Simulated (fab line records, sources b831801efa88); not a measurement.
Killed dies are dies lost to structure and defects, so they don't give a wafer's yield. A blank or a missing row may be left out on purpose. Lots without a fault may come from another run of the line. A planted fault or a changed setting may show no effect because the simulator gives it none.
Which tool did it? | flow gf180mcu | 13 lots, 39 wafers sampled, at 3 steps of a route of 602

WHAT THE GAUGES READ, wafer by wafer
GF_V5_RS_MEAS_24: measures by four-point-probe.
lot  | measured     | on            | V5_W_RS (ohm/sq)
L685 | day 27 04:23 | film_metro-01 | 0.329 0.325 0.331
L686 | day 27 14:25 | film_metro-04 | 0.333 0.332 0.329
L687 | day 27 20:17 | film_metro-04 | 0.321 0.325 0.323
L688 | day 28 14:46 | film_metro-02 | 0.329 0.332 0.329
L692 | day 29 09:34 | film_metro-02 | 0.329 0.322 0.326
L694 | day 29 23:44 | film_metro-04 | 0.326 0.327 0.323
L699 | day 31 12:41 | film_metro-04 | 0.330 0.326 0.330
L700 | day 31 22:38 | film_metro-04 | 0.316 0.322 0.321
L701 | day 32 00:40 | film_metro-04 | 0.322 0.321 0.322
L702 | day 32 06:19 | film_metro-04 | 0.327 0.331 0.326
L703 | day 32 13:37 | film_metro-01 | 0.321 0.327 0.323
L704 | day 32 15:56 | film_metro-01 | 0.321 0.323 0.323
L708 | day 33 13:53 | film_metro-01 | 0.330 0.330 0.325

WHICH TOOL RAN EACH LOT (tool, then ch and the chambers of the sampled wafers, then the start)
lot  | GF_M4_SPUTTER_00             | GF_V5_SPUTTER_21
L685 | pvd_sputter-04, day 22 08:59 | pvd_sputter-02, day 27 04:06
L686 | pvd_sputter-01, day 22 19:22 | pvd_sputter-02, day 27 14:12
L687 | pvd_sputter-01, day 23 01:14 | pvd_sputter-03, day 27 20:04
L688 | pvd_sputter-04, day 23 17:25 | pvd_sputter-02, day 28 14:32
L692 | pvd_sputter-01, day 24 22:55 | pvd_sputter-02, day 29 09:21
L694 | pvd_sputter-02, day 25 13:57 | pvd_sputter-03, day 29 23:30
L699 | pvd_sputter-02, day 27 08:59 | pvd_sputter-02, day 31 12:29
L700 | pvd_sputter-01, day 27 20:02 | pvd_sputter-03, day 31 22:26
L701 | pvd_sputter-02, day 27 21:14 | pvd_sputter-02, day 32 00:26
L702 | pvd_sputter-01, day 28 04:20 | pvd_sputter-02, day 32 06:00
L703 | pvd_sputter-04, day 28 13:40 | pvd_sputter-03, day 32 13:23
L704 | pvd_sputter-02, day 28 16:22 | pvd_sputter-01, day 32 15:42
L708 | pvd_sputter-01, day 29 17:47 | pvd_sputter-01, day 33 13:41
- GF_M4_SPUTTER_00: material Ti, target thk 37.5 nm, time 150 s.
- GF_V5_SPUTTER_21: material Ti, target thk 15 nm, time 80.02 s.

WHAT THE TOOLS THEMSELVES READ (means of the sampled wafers that have a number; where no wafer has one, the mark that the record gives instead)
GF_M4_SPUTTER_00.
lot  | tool           | throttle_valve_pct (%)
L685 | pvd_sputter-04 | 30.0
L686 | pvd_sputter-01 | 29.7
L687 | pvd_sputter-01 | 29.7
L688 | pvd_sputter-04 | 30.6
L692 | pvd_sputter-01 | 29.1
L694 | pvd_sputter-02 | 30.2
L699 | pvd_sputter-02 | 29.7
L700 | pvd_sputter-01 | 28.8
L701 | pvd_sputter-02 | 29.7
L702 | pvd_sputter-01 | 29.0
L703 | pvd_sputter-04 | 30.9
L704 | pvd_sputter-02 | 29.7
L708 | pvd_sputter-01 | 29.2

GF_V5_SPUTTER_21.
lot  | tool           | throttle_valve_pct (%)
L685 | pvd_sputter-02 | 29.8
L686 | pvd_sputter-02 | 29.0
L687 | pvd_sputter-03 | 29.7
L688 | pvd_sputter-02 | 29.8
L692 | pvd_sputter-02 | 29.5
L694 | pvd_sputter-03 | 29.5
L699 | pvd_sputter-02 | 30.2
L700 | pvd_sputter-03 | 29.9
L701 | pvd_sputter-02 | 29.6
L702 | pvd_sputter-02 | 30.3
L703 | pvd_sputter-03 | 29.9
L704 | pvd_sputter-01 | 29.5
L708 | pvd_sputter-01 | 29.7

THE ANSWER, worked out from the rows above alone
Rule: what is usual is taken from the lots themselves. Put in order of their means at a reading, lots are off if they are a third of the lots or fewer, leave a main group of 4 or more, and stand apart from it by a gap of 3 or more times the standard deviation of the main group's means; of several such gaps the widest counts. A main group whose means are all the same, to the digits that the tables above print for the reading, isn't used. A lot without any number at a reading at which 4 lots or more have one is off too. The other lots that the step has rows for count as sound. The gauges are gone through in route order, then the tools' own readings, and for those a lot's mean is taken as printed above. The first step at which some lot is off is used, and at that step the reading that is off furthest; a lot without a number counts as furthest.
No lot is off at any reading shown: from this, nothing can be told.

WHAT THE SIMULATOR HAD PUT IN
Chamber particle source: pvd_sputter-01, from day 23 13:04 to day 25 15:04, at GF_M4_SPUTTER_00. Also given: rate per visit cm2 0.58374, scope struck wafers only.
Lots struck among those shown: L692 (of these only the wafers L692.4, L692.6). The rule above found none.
